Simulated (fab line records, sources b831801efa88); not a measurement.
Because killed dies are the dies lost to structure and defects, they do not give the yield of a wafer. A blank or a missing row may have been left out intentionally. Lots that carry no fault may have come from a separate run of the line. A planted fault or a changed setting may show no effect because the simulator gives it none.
Which tool is to blame?	flow sky130	13 lots, 39 wafers sampled, at 2 steps of a route of 708

## WHAT EACH GAUGE READ, for each wafer
SKY_CONTACT_THK_MEAS_03.
lot	measured	on	CONTACT_HDPCVD_THK (nm)
L634	day 32 17:07	film-metro-04	561 561 556
L636	day 32 22:40	film-metro-02	557 557 560
L638	day 33 04:22	film-metro-02	562 565 569
L639	day 33 14:37	film-metro-02	573 571 563
L640	day 34 01:30	film-metro-04	559 571 562
L643	day 34 15:17	film-metro-02	570 572 562
L642	day 34 15:43	film-metro-04	568 561 556
L644	day 35 02:53	film-metro-01	569 564 564
L645	day 35 05:41	film-metro-01	555 556 561
L648	day 36 07:47	film-metro-01	554 557 569
L649	day 36 16:03	film-metro-01	563 566 553
L651	day 37 02:59	film-metro-01	567 568 562
L650	day 37 04:46	film-metro-04	572 572 571

## WHICH TOOL RAN EACH LOT (tool, then ch and the chambers of the sampled wafers, then the start)
lot	SKY_LOCAL_INTERCONNECT_SPUTTER_00
L634	pvd-sputter-02, day 31 12:37
L636	pvd-sputter-02, day 31 18:46
L638	pvd-sputter-02, day 32 00:25
L639	pvd-sputter-02, day 32 11:31
L640	pvd-sputter-03, day 32 21:40
L643	pvd-sputter-03, day 33 10:46
L642	pvd-sputter-03, day 33 11:50
L644	pvd-sputter-01, day 33 22:25
L645	pvd-sputter-02, day 34 01:22
L648	pvd-sputter-02, day 35 04:20
L649	pvd-sputter-03, day 35 12:19
L651	pvd-sputter-02, day 36 00:46
L650	pvd-sputter-03, day 36 02:40
- SKY_LOCAL_INTERCONNECT_SPUTTER_00: material TiN, target thk 100 nm, time 83.3 s.

## AS READ BY THE TOOLS THEMSELVES (means over the sampled wafers that have a number; for cases with no such wafer, the mark the record gives instead)
SKY_LOCAL_INTERCONNECT_SPUTTER_00.
lot	tool	throttle-valve-pct (%)
L634	pvd-sputter-02	30.3
L636	pvd-sputter-02	30.7
L638	pvd-sputter-02	30.4
L639	pvd-sputter-02	30.0
L640	pvd-sputter-03	29.7
L643	pvd-sputter-03	29.0
L642	pvd-sputter-03	29.0
L644	pvd-sputter-01	30.8
L645	pvd-sputter-02	30.8
L648	pvd-sputter-02	30.7
L649	pvd-sputter-03	29.4
L651	pvd-sputter-02	30.3
L650	pvd-sputter-03	29.6

## THE ANSWER, worked out from the rows above alone
Rule: usual is defined by the lots themselves. The widest of any qualifying gaps counts: lots, ordered by their means at a reading, are off when they make up no more than a third of the lots, leave a main group of 4 or more, and stand apart from it by 3 or more times the standard deviation of that group's means. A main group is skipped when, at the precision printed for the reading in the tables above, its means are all equal. A lot without any number at a reading at which 4 lots or more have one is off too. Any other lot the step has rows for is counted as sound. The gauges are gone through in route order, then the tools' own readings, and for those a lot's mean is taken as printed above. The first step at which some lot is off is used, and at that step the reading that is off furthest; a lot without a number counts as furthest.
None of the lots is off at any reading shown; this tells nothing.

## WHAT HAD BEEN PUT IN BY THE SIMULATOR
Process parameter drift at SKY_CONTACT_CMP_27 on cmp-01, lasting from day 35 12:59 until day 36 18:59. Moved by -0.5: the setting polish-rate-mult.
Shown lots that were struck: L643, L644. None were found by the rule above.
